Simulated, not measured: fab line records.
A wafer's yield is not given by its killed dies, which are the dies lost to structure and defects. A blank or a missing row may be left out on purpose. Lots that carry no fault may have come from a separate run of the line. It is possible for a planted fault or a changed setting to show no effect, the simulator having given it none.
Problem report, 8D (eight disciplines) form, completed by code || flow gf180mcu || the parts of the form that need people (team, actions taken, sign-off) are left out

## 1. WHAT WENT WRONG
Across 6 wafers from 2 lots, VT_IMPLANT_TW at GF_VT_IMPLANT_TW_MEAS_10 averages 30.0, while fault-free wafers read 564.9 with a standard deviation of 3. That is -99 or more standard deviations from the usual mean.
Earliest sighting: wafer L513.1 on film metro-02 at day 9 13:19. The record holds 42 wafers of 14 lots with a number at this step. The rule behind "out" and "out of limits": a value lying over 4 standard deviations away from the usual mean. Any other wafer with a number is counted as sound.

## 2. WHAT IT IS AND WHAT IT IS NOT
{"question": "which readings at this step", "is": "VT_IMPLANT_TW", "is not": "-"}
{"question": "which lots", "is": "L513, L514", "is not": "L498, L499, L500, L501, L502, L504, L505, L506, L508, L509, L511, L512"}
{"question": "which wafers of those lots", "is": "all that have a number", "is not": "-"}
{"question": "read on which gauges", "is": "film metro-01, film metro-02", "is not": "film metro-03"}
{"question": "when", "is": "from day 9 13:19", "is not": "up to then (36 sound wafers)"}

## 3. THE SUSPECTS, EACH WITH WHAT RULES IT OUT
Counting: a tool at any process step up to the reading remains a suspect when it ran all the lots that are out and ran no sound lot after the first of those.
- ruled out: the gauge at GF_VT_IMPLANT_TW_MEAS_10. 2 gauges (film metro-01, film metro-02) read the wafers that are out.
- plasma asher-03 at GF_MVPSD_STRIP_10 (strips in O2/N2): kept. It processed each lot that is out, first L513 at day 8 20:46, and no sound lot thereafter; up to then, the last sound lot it processed was L508 at day 7 21:23.
- plasma asher-01 at GF_VT_IMPLANT_STRIP_09 (strips in O2/N2): kept. It processed each lot that is out, first L513 at day 9 13:13, and no sound lot thereafter; up to then, the last sound lot it processed was L512 at day 9 11:16. Out on those wafers are its own readings of strip time to endpoint s.
Left after counting: plasma asher-03 at GF_MVPSD_STRIP_10, plasma asher-01 at GF_VT_IMPLANT_STRIP_09.

## 4. THE CAUSE (what the simulator had put in)
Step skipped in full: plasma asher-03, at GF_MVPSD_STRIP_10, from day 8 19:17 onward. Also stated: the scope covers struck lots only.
Counting leaves 2 suspects; this tool is one of them.

## 5. THE CHAIN OF EFFECTS, in route order
One row per reading whose mean, taken over the struck wafers that have a number, lies over 3 standard deviations from the usual. Scope: only readings with a usual standard deviation given in the record; hours: median across lots of the time from each lot's start at the first step in this table that gives one to its start at this step; sigmas: change in usual standard deviations.
{"hours": 0, "step": "GF_VT_IMPLANT_STRIP_09", "reading": "strip time to endpoint s", "usual": "12.63 s", "on struck wafers": 57.17, "change": "+44.54", "sigmas": "+99 or more"}
{"hours": 0, "step": "GF_VT_IMPLANT_TW_MEAS_10", "reading": "VT_IMPLANT_TW", "usual": 564.9, "on struck wafers": 30.0, "change": -534.9, "sigmas": "-99 or more"}
The process steps in it:
- GF_VT_IMPLANT_STRIP_09: strips in O2/N2.
Readings that are blank on the struck wafers while sound wafers have them: chamber pressure mTorr at GF_MVPSD_STRIP_10; drypump motor current A at GF_MVPSD_STRIP_10; heater power w at GF_MVPSD_STRIP_10; oes product au at GF_MVPSD_STRIP_10; strip time to endpoint s at GF_MVPSD_STRIP_10.
Later measuring or inspecting steps at which every struck wafer that the step has a row for has a number for every such reading, and none has moved that far: GF_VT_IMPLANT_TW_MEAS_32.

## 6. HOW IT WOULD HAVE BEEN CAUGHT EARLIER
18 hours passed between the start of the fault at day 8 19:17 and the first reading out of limits at a measuring or inspecting step in this record, taken at day 9 13:19.
At GF_MVPSD_STRIP_10 the tool's readings are blank on the struck wafers, where sound wafers have them: an empty tool record is the first sign, and it was there at once.
The start of GF_MVPSD_STRIP_10 on plasma asher-03 came by day 9 13:19 for every one of the lots that are out (2). Had the tool been put on hold then, not one of them would have been saved.
